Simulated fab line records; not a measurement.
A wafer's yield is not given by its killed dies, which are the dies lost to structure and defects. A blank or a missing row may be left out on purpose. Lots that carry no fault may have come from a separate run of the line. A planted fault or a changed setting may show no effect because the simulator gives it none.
Which of the tools did it? + flow sky130 + route of 708 steps, sampled at 1 step: 11 lots, 33 wafers

## WHAT EACH GAUGE READ, for each wafer
SKY_LDD_P_TW_MEAS_11.
| lot  | measured     | on            | LDD_P_TW    |
|------|--------------|---------------|-------------|
| L321 | day 18 11:35 | film-metro-03 | 631 628 631 |
| L322 | day 19 04:03 | film-metro-04 | 625 625 624 |
| L324 | day 21 11:32 | film-metro-03 | 632 632 632 |
| L325 | day 21 11:57 | film-metro-04 | 629 632 631 |
| L331 | day 22 14:05 | film-metro-04 | 623 624 625 |
| L332 | day 23 01:30 | film-metro-03 | 627 624 625 |
| L333 | day 23 07:09 | film-metro-04 | 626 628 624 |
| L334 | day 23 12:55 | film-metro-01 | 642 643 640 |
| L335 | day 24 01:56 | film-metro-03 | 627 625 625 |
| L337 | day 25 06:02 | film-metro-01 | 637 634 639 |
| L343 | day 26 22:51 | film-metro-01 | 638 641 640 |

## WHICH TOOL RAN EACH LOT (tool, then ch and the chambers of the sampled wafers, then the start)
Record: no process step prior to these readings.

## THE ANSWER, worked out from the rows above alone
Rule: usual is defined by the lots themselves. Put in order of their means at a reading, lots are off if they are a third of the lots or fewer, leave a main group of 4 or more, and stand apart from it by a gap of 3 or more times the standard deviation of the main group's means; of several such gaps the widest counts. Not used: any main group whose means are identical at the precision the tables above print for the reading. Also off: a lot with no number at a reading for which 4 or more lots have one. Where the step has rows for the other lots, those lots are counted as sound.
No lot is off on any of the readings shown, so nothing can be concluded from this.

## WHAT WAS PUT IN BY THE SIMULATOR
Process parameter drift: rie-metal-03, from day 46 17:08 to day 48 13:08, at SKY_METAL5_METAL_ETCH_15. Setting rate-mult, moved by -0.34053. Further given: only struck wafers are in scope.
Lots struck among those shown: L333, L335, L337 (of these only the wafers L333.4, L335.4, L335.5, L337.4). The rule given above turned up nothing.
